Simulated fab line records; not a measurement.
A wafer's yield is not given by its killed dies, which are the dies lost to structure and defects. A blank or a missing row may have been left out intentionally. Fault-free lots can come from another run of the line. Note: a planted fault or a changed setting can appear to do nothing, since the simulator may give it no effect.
What tool caused it?	flow sky130	Sampling: 14 lots, 42 wafers, 2 of 708 route steps

## WHAT THE GAUGES READ, wafer by wafer
SKY_CONTACT_THK_MEAS_01. Usual: for CONTACT_CVD_00_THK the level is 75.1 nm and the standard deviation is 0.97.
lot	measured	on	CONTACT_CVD_00_THK (nm)	flag
L837	day 30 14:05	film-metro-03	74.8 76.6 76.3	
L839	day 31 01:52	film-metro-02	75.5 75.5 76.2	
L840	day 31 07:37	film-metro-04	74.8 74.3 74.6	
L844	day 33 13:53	film-metro-03	74.5 74.1 76.6	
L847	day 34 13:29	film-metro-02	74.9 67.2 75.5	
L849	day 34 19:23	film-metro-03	75.6 76.4 69.4	
L850	day 34 23:36	film-metro-04	74.0 74.9 74.3	
L851	day 35 09:02	film-metro-04	72.4 75.2 74.0	
L853	day 35 09:50	film-metro-04	75.3 75.8 75.5	
L855	day 36 03:58	film-metro-03	74.5 75.0 75.7	
L856	day 36 17:04	film-metro-04	74.8 75.5 74.9	
L859	day 37 12:08	film-metro-04	74.3 76.2 76.1	
L858	day 37 13:55	film-metro-04	74.1 75.6 75.0	
L860	day 37 21:53	film-metro-04	72.8 72.8 74.5	

## WHICH TOOL RAN EACH LOT (tool, then ch and the chambers of the sampled wafers, then the start)
lot	SKY_CONTACT_CVD_00
L837	pecvd-04 ch 1,2, day 30 14:02
L839	pecvd-04 ch 0,1,2, day 31 01:49
L840	pecvd-02 ch 0,1, day 31 07:35
L844	pecvd-02 ch 1,2, day 33 13:50
L847	pecvd-04 ch 0,1,2, day 34 13:28
L849	pecvd-04 ch 0,1, day 34 19:20
L850	pecvd-02 ch 0,1, day 34 23:33
L851	pecvd-02 ch 0,2, day 35 08:59
L853	pecvd-01 ch 0,1, day 35 09:48
L855	pecvd-01 ch 0,1, day 36 03:55
L856	pecvd-02 ch 0,1, day 36 17:01
L859	pecvd-02 ch 0,1, day 37 12:05
L858	pecvd-01 ch 0,1,2, day 37 13:53
L860	pecvd-02 ch 0,1, day 37 21:51
- SKY_CONTACT_CVD_00: deposits Si3N4, target thk 75 nm.

## AS READ BY THE TOOLS THEMSELVES (means over the sampled wafers that have a number; for cases with no such wafer, the mark the record gives instead)
SKY_CONTACT_CVD_00. Usual: heater-power-w 713 W, standard deviation 110; rf-fwd-power-W 443.4 W, standard deviation 2.2.
lot	tool	heater-power-w (W)	rf-fwd-power-W (W)	flag
L837	pecvd-04	661	442.8	
L839	pecvd-04	674	442.5	
L840	pecvd-02	780	444.6	
L844	pecvd-02	670	444.3	
L847	pecvd-04	691	442.5	
L849	pecvd-04	659	448.0	
L850	pecvd-02	788	443.9	
L851	pecvd-02	581	445.2	
L853	pecvd-01	705	444.2	
L855	pecvd-01	723	443.5	
L856	pecvd-02	692	443.8	
L859	pecvd-02	690	444.2	
L858	pecvd-01	744	444.8	
L860	pecvd-02	829	443.4	

## THE ANSWER, worked out from the rows above alone
Rule: lot off if the mean of its wafers having a number is beyond 3 standard deviations from the usual mean. A lot without any number at a reading at which 4 lots or more have one is off too. All remaining lots with rows at the step are treated as sound. Order of review: gauges by route order, followed by the tools' own readings, for which a lot's mean as printed above is used. The first step at which some lot is off is used, and at that step the reading that is off furthest; a lot without a number counts as furthest.
Across all readings shown, no lot is off: no conclusion can be drawn from this.

## WHAT HAD BEEN PUT IN BY THE SIMULATOR
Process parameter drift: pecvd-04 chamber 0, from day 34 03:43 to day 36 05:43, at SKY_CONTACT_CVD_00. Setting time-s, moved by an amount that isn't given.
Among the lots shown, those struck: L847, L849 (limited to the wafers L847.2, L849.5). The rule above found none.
